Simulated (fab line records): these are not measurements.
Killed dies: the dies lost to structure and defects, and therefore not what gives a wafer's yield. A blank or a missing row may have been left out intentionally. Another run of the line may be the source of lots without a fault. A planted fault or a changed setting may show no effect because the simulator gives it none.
Problem report in the 8D (eight disciplines) form, filled by code || flow sky130 || the parts of the form that need people (team, actions taken, sign-off) are left out

== 1. THE ISSUE ==
On 2 wafers of 1 lot, sort_bin_3_pad_short at SKY_PAD_OPEN_PROBE_99 has a mean of 5.0 %; fault-free wafers read 0.9 %, standard deviation 0.43. Measured from the usual mean, that is +9.5 standard deviations.
The first sign was on wafer L987.4 at day 50 22:16, on prober-01. The record holds 3 wafers of 1 lot with a number at this step. By rule, "out" or "out of limits" means more than 4 standard deviations away from the usual mean. All remaining wafers that have a number are taken as sound.

== 2. WHAT IT IS; WHAT IT IS NOT ==
{"question": "which readings at this step", "is": "sort_bin_3_pad_short, defect_limited_yield, killed_at_M0_to_M3, killed_dies, sort_bin_5_function, sort_n_pass, sort_yield_pct", "is not": "killed_at_M4_up, killed_at_contacts, killed_at_front_end, killed_at_other, killed_open, killed_short, sort_bin_6_memory"}
{"question": "which lots", "is": "L987", "is not": "-"}
{"question": "which wafers of those lots", "is": "L987.4, L987.6", "is not": "L987.5"}
{"question": "read on which tools", "is": "prober-01", "is not": "-"}
{"question": "when", "is": "from day 50 22:16", "is not": "up to then (0 sound wafers); but 1 sound wafer of L987 came after"}

== 3. SUSPECTS, AND WHAT RULES EACH OUT ==
Counting: a tool at a process step up to the reading stays a suspect if it ran every lot that is out. Sound lots after the first of them don't rule it out here, since some wafers of a struck lot are sound.
- pvd_sputter-04 at SKY_METAL3_SPUTTER_03 (material Ti, target thk 5 nm, time 3.3 s): kept. It ran the lot that is out, L987 (day 42 08:02).
- rie_diel-04 at SKY_VIA4_ETCH_12 (etches SiO2 in C4F8/O2/Ar, stops on TiN, target depth 580 nm): kept. It ran the lot that is out, L987 (day 48 06:29).
- prober-01 at SKY_PAD_OPEN_PROBE_99: kept. It ran the lot that is out, L987 (day 50 22:16). Out on those wafers are its own readings of defect_limited_yield, killed_at_M0_to_M3, killed_dies, sort_bin_3_pad_short, sort_bin_5_function, sort_n_pass, sort_yield_pct.
- Within rie_diel-04 at SKY_VIA4_ETCH_12: the wafers that are out ran in chambers 1, 3; their sound lot-mates ran in chamber 0.
Left after counting: pvd_sputter-04 at SKY_METAL3_SPUTTER_03, rie_diel-04 at SKY_VIA4_ETCH_12, prober-01 at SKY_PAD_OPEN_PROBE_99.

== 4. THE CAUSE (what the simulator had put in) ==
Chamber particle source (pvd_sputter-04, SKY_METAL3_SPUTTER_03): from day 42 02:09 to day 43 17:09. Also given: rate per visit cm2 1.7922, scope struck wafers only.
3 suspects survive the count, and this tool is in that group.

== 5. THE EFFECT CHAIN, in route order ==
Each row: a reading whose mean over the struck wafers that have a number lies more than 3 standard deviations from the usual. Only readings for which the record gives a usual standard deviation are gone through. hours: the time from each lot's start at the first step in this table that gives one to its start at this step, as a median over the lots. sigmas: the change in usual standard deviations.
{"hours": 0, "step": "SKY_PAD_OPEN_PROBE_99", "reading": "defect_limited_yield", "usual": "82.5 %", "on struck wafers": 70.7, "change": -11.8, "sigmas": -6.2}
{"hours": 0, "step": "SKY_PAD_OPEN_PROBE_99", "reading": "killed_at_M0_to_M3", "usual": 44, "on struck wafers": 98, "change": "+54", "sigmas": "+7.6"}
{"hours": 0, "step": "SKY_PAD_OPEN_PROBE_99", "reading": "killed_dies", "usual": 86, "on struck wafers": 144, "change": "+58", "sigmas": "+6.1"}
{"hours": 0, "step": "SKY_PAD_OPEN_PROBE_99", "reading": "sort_bin_3_pad_short", "usual": "0.9 %", "on struck wafers": 5.0, "change": "+4.1", "sigmas": "+9.5"}
{"hours": 0, "step": "SKY_PAD_OPEN_PROBE_99", "reading": "sort_bin_5_function", "usual": "10.3 %", "on struck wafers": 17.1, "change": "+6.8", "sigmas": "+4.9"}
{"hours": 0, "step": "SKY_PAD_OPEN_PROBE_99", "reading": "sort_n_pass", "usual": 406, "on struck wafers": 348, "change": -58, "sigmas": -6.1}
{"hours": 0, "step": "SKY_PAD_OPEN_PROBE_99", "reading": "sort_yield_pct", "usual": "82.5 %", "on struck wafers": 70.7, "change": -11.8, "sigmas": -6.2}
It contains these process steps:
- SKY_PAD_OPEN_PROBE_99

== 6. HOW IT WOULD HAVE BEEN CAUGHT EARLIER ==
In this record the first reading out of limits was taken at day 50 22:16, 212 hours after the fault began at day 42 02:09.
An alarm limit of 4 standard deviations would not have fired on the tool readings at SKY_METAL3_SPUTTER_03 for which the record gives a usual standard deviation, since none of them was out on any struck wafer.
All the lots that are out (1) had begun SKY_METAL3_SPUTTER_03 on pvd_sputter-04 by day 50 22:16. Had the tool been put on hold then, not one of them would have been saved.
